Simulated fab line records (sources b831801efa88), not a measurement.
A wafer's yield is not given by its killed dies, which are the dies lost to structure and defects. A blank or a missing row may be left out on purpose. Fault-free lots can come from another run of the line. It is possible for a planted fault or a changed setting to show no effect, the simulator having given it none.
Which of the tools did it? / flow gf180mcu / 11 lots, 33 wafers sampled, at 6 steps of a route of 602

## WHAT EACH GAUGE READ, for each wafer
GF_NSD_OVL_MEAS_08. Usual: NSD_OVL typically reads 0.2 nm, with standard deviation 1.3.
lot=L929; measured=day 14 06:30; on=overlay-01; NSD_OVL (nm)=0.1 0.5 -1.1; flag=
lot=L932; measured=day 14 23:18; on=overlay-01; NSD_OVL (nm)=0.3 1.7 0.4; flag=
lot=L933; measured=day 15 20:01; on=overlay-01; NSD_OVL (nm)=-1.1 0.4 0.7; flag=
lot=L934; measured=day 15 22:20; on=overlay-01; NSD_OVL (nm)=1.8 -0.1 0.8; flag=
lot=L940; measured=day 17 20:52; on=overlay-01; NSD_OVL (nm)=-1.9 -1.7 -2.4; flag=
lot=L942; measured=day 18 17:49; on=overlay-01; NSD_OVL (nm)=1.4 -0.9 0.3; flag=
lot=L943; measured=day 19 01:01; on=overlay-02; NSD_OVL (nm)=0.4 0.2 0.4; flag=
lot=L944; measured=day 19 08:04; on=overlay-02; NSD_OVL (nm)=-0.8 -1.3 0.6; flag=
lot=L945; measured=day 19 22:23; on=overlay-02; NSD_OVL (nm)=0.5 1.0 2.0; flag=
lot=L947; measured=day 20 07:26; on=overlay-01; NSD_OVL (nm)=0.2 0.3 1.4; flag=
lot=L949; measured=day 21 00:17; on=overlay-02; NSD_OVL (nm)=1.2 1.8 1.0; flag=

GF_PSD_RS_MEAS_14: uses a four-point probe to measure. Usual: NSD_RS typically reads 46.12 ohm/sq, with standard deviation 0.077.
lot=L929; measured=day 15 04:43; on=filmMetro-02; NSD_RS (ohm/sq)=46.05 46.23 46.11; flag=
lot=L932; measured=day 15 21:09; on=filmMetro-02; NSD_RS (ohm/sq)=46.03 46.07 46.05; flag=
lot=L933; measured=day 16 19:41; on=filmMetro-04; NSD_RS (ohm/sq)=46.10 46.19 46.10; flag=
lot=L934; measured=day 16 22:41; on=filmMetro-03; NSD_RS (ohm/sq)=46.17 46.16 46.07; flag=
lot=L940; measured=day 18 21:27; on=filmMetro-02; NSD_RS (ohm/sq)=46.08 46.22 46.10; flag=
lot=L942; measured=day 19 18:16; on=filmMetro-03; NSD_RS (ohm/sq)=45.08 45.06 44.92 44.95 44.94 44.93; flag=OFF
lot=L943; measured=day 20 01:53; on=filmMetro-02; NSD_RS (ohm/sq)=44.91 44.80 44.87 44.96 44.87 44.84; flag=OFF
lot=L944; measured=day 20 08:25; on=filmMetro-04; NSD_RS (ohm/sq)=46.07 46.11 46.21; flag=
lot=L945; measured=day 20 22:19; on=filmMetro-02; NSD_RS (ohm/sq)=45.91 46.01 46.10; flag=
lot=L947; measured=day 21 08:20; on=filmMetro-03; NSD_RS (ohm/sq)=46.19 46.12 46.22; flag=
lot=L949; measured=day 22 01:44; on=filmMetro-02; NSD_RS (ohm/sq)=46.10 46.05 46.03; flag=

## WHAT TOOL EACH LOT RAN ON (gives the tool, then ch and the chambers of the sampled wafers, and finally the start)
lot=L929; GF_POLY_GATE_STRIP_14=plasmaAsher-03 ch 1, day 9 20:54; GF_HV_LDD_ETCHBACK_58=rieDiel-03 ch 0,1,3, day 13 10:06; GF_NSD_IMPLANT_09=implanter-01 ch 0, day 14 06:34; GF_NSD_STRIP_11=plasmaAsher-04 ch 1, day 14 06:50
lot=L932; GF_POLY_GATE_STRIP_14=plasmaAsher-03 ch 0,1, day 10 15:17; GF_HV_LDD_ETCHBACK_58=rieDiel-02 ch 1,2, day 14 02:28; GF_NSD_IMPLANT_09=implanter-03 ch 0, day 14 23:20; GF_NSD_STRIP_11=plasmaAsher-01 ch 0,1, day 14 23:38
lot=L933; GF_POLY_GATE_STRIP_14=plasmaAsher-03 ch 0,1, day 11 10:09; GF_HV_LDD_ETCHBACK_58=rieDiel-01 ch 0,1,3, day 14 23:14; GF_NSD_IMPLANT_09=implanter-02 ch 0, day 15 20:04; GF_NSD_STRIP_11=plasmaAsher-04 ch 0,1, day 15 20:22
lot=L934; GF_POLY_GATE_STRIP_14=plasmaAsher-02 ch 0,1, day 11 10:56; GF_HV_LDD_ETCHBACK_58=rieDiel-03 ch 0,1,2, day 15 00:37; GF_NSD_IMPLANT_09=implanter-03 ch 0, day 15 22:22; GF_NSD_STRIP_11=plasmaAsher-01 ch 0,1, day 15 22:40
lot=L940; GF_POLY_GATE_STRIP_14=plasmaAsher-03 ch 0,1, day 13 01:11; GF_HV_LDD_ETCHBACK_58=rieDiel-01 ch 0,2,3, day 16 21:23; GF_NSD_IMPLANT_09=implanter-01 ch 0, day 17 20:55; GF_NSD_STRIP_11=plasmaAsher-04 ch 1, day 17 21:13
lot=L942; GF_POLY_GATE_STRIP_14=plasmaAsher-03 ch 1, day 13 21:14; GF_HV_LDD_ETCHBACK_58=rieDiel-03 ch 2,3, day 17 18:11; GF_NSD_IMPLANT_09=implanter-03 ch 0, day 18 17:52; GF_NSD_STRIP_11=plasmaAsher-04 ch 0,1, day 18 18:10
lot=L943; GF_POLY_GATE_STRIP_14=plasmaAsher-03 ch 1, day 14 01:59; GF_HV_LDD_ETCHBACK_58=rieDiel-03 ch 0,3, day 18 01:33; GF_NSD_IMPLANT_09=implanter-03 ch 0, day 19 01:04; GF_NSD_STRIP_11=plasmaAsher-03 ch 1, day 19 01:22
lot=L944; GF_POLY_GATE_STRIP_14=plasmaAsher-01 ch 0,1, day 14 08:56; GF_HV_LDD_ETCHBACK_58=rieDiel-03 ch 0,1,3, day 18 09:19; GF_NSD_IMPLANT_09=implanter-01 ch 0, day 19 08:07; GF_NSD_STRIP_11=plasmaAsher-04 ch 0,1, day 19 08:25
lot=L945; GF_POLY_GATE_STRIP_14=plasmaAsher-01 ch 0,1, day 14 19:14; GF_HV_LDD_ETCHBACK_58=rieDiel-01 ch 0,1,2, day 18 21:55; GF_NSD_IMPLANT_09=implanter-01 ch 0, day 19 22:25; GF_NSD_STRIP_11=plasmaAsher-01 ch 0,1, day 19 22:43
lot=L947; GF_POLY_GATE_STRIP_14=plasmaAsher-02 ch 0,1, day 15 02:55; GF_HV_LDD_ETCHBACK_58=rieDiel-02 ch 0,2, day 19 07:52; GF_NSD_IMPLANT_09=implanter-02 ch 0, day 20 07:28; GF_NSD_STRIP_11=plasmaAsher-03 ch 0,1, day 20 07:46
lot=L949; GF_POLY_GATE_STRIP_14=plasmaAsher-02 ch 0,1, day 15 17:44; GF_HV_LDD_ETCHBACK_58=rieDiel-02 ch 1,2,3, day 20 00:17; GF_NSD_IMPLANT_09=implanter-01 ch 0, day 21 00:19; GF_NSD_STRIP_11=plasmaAsher-01 ch 0,1, day 21 00:37
- GF_POLY_GATE_STRIP_14: strips in O2/N2.
- GF_HV_LDD_ETCHBACK_58: etches Si3N4 in CH3F/O2, stops on SiO2, time 100 s, target depth 90 nm.
- GF_NSD_IMPLANT_09
- GF_NSD_STRIP_11: strips in O2/N2.

## AS READ BY THE TOOLS THEMSELVES (means over the sampled wafers that have a number; for cases with no such wafer, the mark the record gives instead)
GF_POLY_GATE_STRIP_14. Usual: drypumpMotorCurrentA 5.6 A, standard deviation 0.35; heaterPowerW 334 W, standard deviation 28; oesProductAu 0.505 a.u., standard deviation 0.0044.
lot=L929; tool=plasmaAsher-03; drypumpMotorCurrentA (A)=5.7; heaterPowerW (W)=370; oesProductAu (a.u.)=0.507; flag=
lot=L932; tool=plasmaAsher-03; drypumpMotorCurrentA (A)=5.7; heaterPowerW (W)=363; oesProductAu (a.u.)=0.505; flag=
lot=L933; tool=plasmaAsher-03; drypumpMotorCurrentA (A)=5.7; heaterPowerW (W)=347; oesProductAu (a.u.)=0.502; flag=
lot=L934; tool=plasmaAsher-02; drypumpMotorCurrentA (A)=5.6; heaterPowerW (W)=343; oesProductAu (a.u.)=0.507; flag=
lot=L940; tool=plasmaAsher-03; drypumpMotorCurrentA (A)=5.7; heaterPowerW (W)=340; oesProductAu (a.u.)=0.503; flag=
lot=L942; tool=plasmaAsher-03; drypumpMotorCurrentA (A)=5.7; heaterPowerW (W)=370; oesProductAu (a.u.)=0.506; flag=
lot=L943; tool=plasmaAsher-03; drypumpMotorCurrentA (A)=5.7; heaterPowerW (W)=371; oesProductAu (a.u.)=0.506; flag=
lot=L944; tool=plasmaAsher-01; drypumpMotorCurrentA (A)=5.7; heaterPowerW (W)=303; oesProductAu (a.u.)=0.507; flag=
lot=L945; tool=plasmaAsher-01; drypumpMotorCurrentA (A)=5.7; heaterPowerW (W)=297; oesProductAu (a.u.)=0.503; flag=
lot=L947; tool=plasmaAsher-02; drypumpMotorCurrentA (A)=5.7; heaterPowerW (W)=348; oesProductAu (a.u.)=0.507; flag=
lot=L949; tool=plasmaAsher-02; drypumpMotorCurrentA (A)=5.6; heaterPowerW (W)=337; oesProductAu (a.u.)=0.502; flag=

GF_HV_LDD_ETCHBACK_58. Usual: ch3fFlowSccm 39.99 sccm, standard deviation 0.12; drypumpMotorCurrentA 5.6 A, standard deviation 0.31; oesProductAu 0.844 a.u., standard deviation 0.0068; throttleValvePct 10.561 %, standard deviation 0.0083.
lot=L929; tool=rieDiel-03; ch3fFlowSccm (sccm)=40.04; drypumpMotorCurrentA (A)=5.8; oesProductAu (a.u.)=0.840; throttleValvePct (%)=10.562; flag=
lot=L932; tool=rieDiel-02; ch3fFlowSccm (sccm)=39.99; drypumpMotorCurrentA (A)=5.5; oesProductAu (a.u.)=0.850; throttleValvePct (%)=10.562; flag=
lot=L933; tool=rieDiel-01; ch3fFlowSccm (sccm)=40.06; drypumpMotorCurrentA (A)=5.6; oesProductAu (a.u.)=0.834; throttleValvePct (%)=10.568; flag=
lot=L934; tool=rieDiel-03; ch3fFlowSccm (sccm)=39.99; drypumpMotorCurrentA (A)=5.7; oesProductAu (a.u.)=0.851; throttleValvePct (%)=10.559; flag=
lot=L940; tool=rieDiel-01; ch3fFlowSccm (sccm)=40.01; drypumpMotorCurrentA (A)=5.5; oesProductAu (a.u.)=0.849; throttleValvePct (%)=10.564; flag=
lot=L942; tool=rieDiel-03; ch3fFlowSccm (sccm)=39.98; drypumpMotorCurrentA (A)=6.1; oesProductAu (a.u.)=0.851; throttleValvePct (%)=10.566; flag=
lot=L943; tool=rieDiel-03; ch3fFlowSccm (sccm)=39.87; drypumpMotorCurrentA (A)=5.9; oesProductAu (a.u.)=0.837; throttleValvePct (%)=10.567; flag=
lot=L944; tool=rieDiel-03; ch3fFlowSccm (sccm)=39.98; drypumpMotorCurrentA (A)=5.8; oesProductAu (a.u.)=0.846; throttleValvePct (%)=10.560; flag=
lot=L945; tool=rieDiel-01; ch3fFlowSccm (sccm)=40.03; drypumpMotorCurrentA (A)=5.4; oesProductAu (a.u.)=0.844; throttleValvePct (%)=10.564; flag=
lot=L947; tool=rieDiel-02; ch3fFlowSccm (sccm)=39.91; drypumpMotorCurrentA (A)=5.8; oesProductAu (a.u.)=0.834; throttleValvePct (%)=10.568; flag=
lot=L949; tool=rieDiel-02; ch3fFlowSccm (sccm)=39.98; drypumpMotorCurrentA (A)=5.6; oesProductAu (a.u.)=0.847; throttleValvePct (%)=10.570; flag=

GF_NSD_IMPLANT_09. Usual: beamOnS 19.3 s, standard deviation 0.63; doseIonsCm2 4e+15, standard deviation 4.3e+12.
lot=L929; tool=implanter-01; beamOnS (s)=19.1; doseIonsCm2=4e+15; flag=
lot=L932; tool=implanter-03; beamOnS (s)=19.3; doseIonsCm2=4e+15; flag=
lot=L933; tool=implanter-02; beamOnS (s)=20.1; doseIonsCm2=4e+15; flag=
lot=L934; tool=implanter-03; beamOnS (s)=19.2; doseIonsCm2=4e+15; flag=
lot=L940; tool=implanter-01; beamOnS (s)=18.8; doseIonsCm2=4e+15; flag=
lot=L942; tool=implanter-03; beamOnS (s)=24.2; doseIonsCm2=5e+15; flag=OFF
lot=L943; tool=implanter-03; beamOnS (s)=24.5; doseIonsCm2=5e+15; flag=OFF
lot=L944; tool=implanter-01; beamOnS (s)=19.0; doseIonsCm2=4e+15; flag=
lot=L945; tool=implanter-01; beamOnS (s)=18.6; doseIonsCm2=4e+15; flag=
lot=L947; tool=implanter-02; beamOnS (s)=20.1; doseIonsCm2=4e+15; flag=
lot=L949; tool=implanter-01; beamOnS (s)=18.8; doseIonsCm2=4e+15; flag=

GF_NSD_STRIP_11. Usual: drypumpMotorCurrentA 5.7 A, standard deviation 0.4; heaterPowerW 330 W, standard deviation 29; oesProductAu 0.487 a.u., standard deviation 0.0047; stripTimeToEndpointS 22.96 s, standard deviation 0.045.
lot=L929; tool=plasmaAsher-04; drypumpMotorCurrentA (A)=5.7; heaterPowerW (W)=345; oesProductAu (a.u.)=0.486; stripTimeToEndpointS (s)=22.95; flag=
lot=L932; tool=plasmaAsher-01; drypumpMotorCurrentA (A)=5.3; heaterPowerW (W)=294; oesProductAu (a.u.)=0.490; stripTimeToEndpointS (s)=22.94; flag=
lot=L933; tool=plasmaAsher-04; drypumpMotorCurrentA (A)=5.8; heaterPowerW (W)=355; oesProductAu (a.u.)=0.490; stripTimeToEndpointS (s)=22.95; flag=
lot=L934; tool=plasmaAsher-01; drypumpMotorCurrentA (A)=5.3; heaterPowerW (W)=298; oesProductAu (a.u.)=0.489; stripTimeToEndpointS (s)=22.97; flag=
lot=L940; tool=plasmaAsher-04; drypumpMotorCurrentA (A)=5.8; heaterPowerW (W)=343; oesProductAu (a.u.)=0.486; stripTimeToEndpointS (s)=22.93; flag=
lot=L942; tool=plasmaAsher-04; drypumpMotorCurrentA (A)=5.8; heaterPowerW (W)=352; oesProductAu (a.u.)=0.476; stripTimeToEndpointS (s)=23.68; flag=OFF
lot=L943; tool=plasmaAsher-03; drypumpMotorCurrentA (A)=5.7; heaterPowerW (W)=365; oesProductAu (a.u.)=0.481; stripTimeToEndpointS (s)=23.77; flag=OFF
lot=L944; tool=plasmaAsher-04; drypumpMotorCurrentA (A)=5.8; heaterPowerW (W)=351; oesProductAu (a.u.)=0.485; stripTimeToEndpointS (s)=22.90; flag=
lot=L945; tool=plasmaAsher-01; drypumpMotorCurrentA (A)=5.3; heaterPowerW (W)=288; oesProductAu (a.u.)=0.489; stripTimeToEndpointS (s)=22.91; flag=
lot=L947; tool=plasmaAsher-03; drypumpMotorCurrentA (A)=5.7; heaterPowerW (W)=345; oesProductAu (a.u.)=0.483; stripTimeToEndpointS (s)=22.89; flag=
lot=L949; tool=plasmaAsher-01; drypumpMotorCurrentA (A)=5.7; heaterPowerW (W)=294; oesProductAu (a.u.)=0.486; stripTimeToEndpointS (s)=22.94; flag=

## THE ANSWER, worked out from the rows above alone
Rule: take the mean of a lot's wafers that have a number; if it is more than 3 standard deviations from the usual mean, the lot is off. Also off: a lot with no number at a reading for which 4 or more lots have one. The other lots that the step has rows for count as sound. After the gauges, taken in route order, come the tools' own readings; for these a lot's mean is taken, as printed above. The first step at which some lot is off is used, and at that step the reading that is off furthest; a lot without a number counts as furthest.
Off: L942, L943, at GF_PSD_RS_MEAS_14 (NSD_RS).
A tool fits if, at a process step before that reading, it ran every lot that is off, and no sound lot after the first of them. Not tried: the gauges at GF_PSD_RS_MEAS_14; whatever is off there is also off at GF_NSD_IMPLANT_09, on other tools, and gauge error can't account for it. Can't be told from this: 2 tools fit, plasmaAsher-03 at GF_POLY_GATE_STRIP_14, implanter-03 at GF_NSD_IMPLANT_09.

## WHAT THE SIMULATOR HAD PUT IN
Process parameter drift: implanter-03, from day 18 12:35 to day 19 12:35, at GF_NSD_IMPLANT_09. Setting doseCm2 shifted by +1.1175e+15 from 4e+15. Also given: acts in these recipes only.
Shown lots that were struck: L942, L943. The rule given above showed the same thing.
